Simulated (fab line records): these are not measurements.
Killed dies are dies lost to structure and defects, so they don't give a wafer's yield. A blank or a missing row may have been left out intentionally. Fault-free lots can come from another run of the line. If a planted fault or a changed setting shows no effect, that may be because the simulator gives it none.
A struck lot beside a sound one ; flow sky130 ; 15 out of 708 route steps
Sound: the wafers L515.4, L515.5, L515.6. Wafers struck: L518.2, L518.3, L518.5. At the end, the cause is stated.
For every step that has rows: the tool of each side, followed by ch and its chambers, followed by its first start. Under that, the readings that differ: sound wafers ; struck wafers ; difference of the means ; sigmas: that difference in standard deviations of wafers without a fault.
alike: words and numbers the same on both sides, and readings whose means are apart by under 2 such deviations; not compared: readings that were withheld, readings missing a value for some wafer, numbers with overlapping values and no deviation given by the record, and bounds like >300 which may hide the same value.
A row with sigmas, a row that says differs or no value, or rows on one side alone: a step with any of these is where the two part. When numbers do not overlap yet have no deviation, they are printed without sigmas and do not part them. A reading missing from all wafers of one side parts the sides only when that side holds two or more wafers.

first, 4 steps without rows for these wafers: SKY_VIA1_SOFTBAKE_08 (time 90 s); SKY_VIA1_EXPOSE_09 (exposes mask VIM, target cd 150 nm); SKY_VIA1_PEB_10; SKY_VIA1_DEVELOP_11 (develop time 60 s).
SKY_VIA1_CD_MEAS_12 targets a cd of 150 nm.
  struck on cd sem-01, day 35 08:10; sound on cd sem-02, day 34 13:04
  alike: cd nm
SKY_VIA1_OVL_MEAS_13:
  struck on overlay-02, day 35 08:16; sound on overlay-02, day 34 13:09
  alike: VIA1_OVL
SKY_VIA1_ETCH_14: etches BARC in N2/H2, stops on SiO2, time 45.9 s, target depth 60 nm.
  sound on rie diel-01 ch 1,2, day 34 13:10; struck on rie diel-03 ch 0,1,2, day 35 08:18
  alike: drypump motor current A, oes product au, throttle valve pct
  not compared: rf hours counter h
SKY_VIA1_ETCH_15: etches SiO2 in C4F8/O2/Ar, stops on TiN, target depth 351 nm, time 54 s.
  sound on rie diel-01 ch 1,2, day 34 13:13; struck on rie diel-03 ch 0,1,2, day 35 08:21
  alike: oes product au
  not compared: rf hours counter h
SKY_VIA1_STRIP_16: strips in O2/N2.
  sound on plasma asher-04 ch 0,1, day 34 13:17; struck on plasma asher-01 ch 0,1, day 35 08:23
  alike: drypump motor current A, o2 flow sccm, oes product au, strip time to endpoint s
  not compared: rf hours counter h
then, 3 steps without rows for these wafers: SKY_VIA1_STRIP_17 (strips in post etch residue remover, time 1200 s); SKY_VIA1_CLEAN_18 (cleans in IPA, time 180 s); SKY_VIA1_CLEAN_19 (cleans in O3/DIW).
SKY_VIA1_SPUTTER_20: material TiN, target thk 20 nm, time 80 s.
  struck on pvd sputter-03, day 35 08:59; sound on pvd sputter-02, day 34 13:53
  no value came back on the struck wafers for cathode dc power W (W), chamber pressure pa (Pa), throttle valve pct (%), time s (s); on the sound wafers cathode dc power W (W) reads 4001.4 3999.5 3999.5
SKY_VIA1_CVD_21: deposits W, target thk 270 nm, time 80.902 s.
  sound on cvd w-01 ch 0,1, day 34 13:59; struck on cvd w-01 ch 0,1, day 35 09:03
  alike: chamber pressure Torr, heater power w
-- the record jumps here: 12 days lie between the struck wafers' starts before and after (it left off in module VIA1 and takes up again in module PAD_OPEN, whose first step shown is number 708 of the route) --
SKY_PAD_OPEN_PROBE_99:
  only the struck wafers here have rows in the record (prober-01, day 46 21:31); the sound ones have none

== WHERE THEY PART ==
First at SKY_VIA1_SPUTTER_20; last, within this record, at SKY_PAD_OPEN_PROBE_99.

WHY: the cause the simulator had injected
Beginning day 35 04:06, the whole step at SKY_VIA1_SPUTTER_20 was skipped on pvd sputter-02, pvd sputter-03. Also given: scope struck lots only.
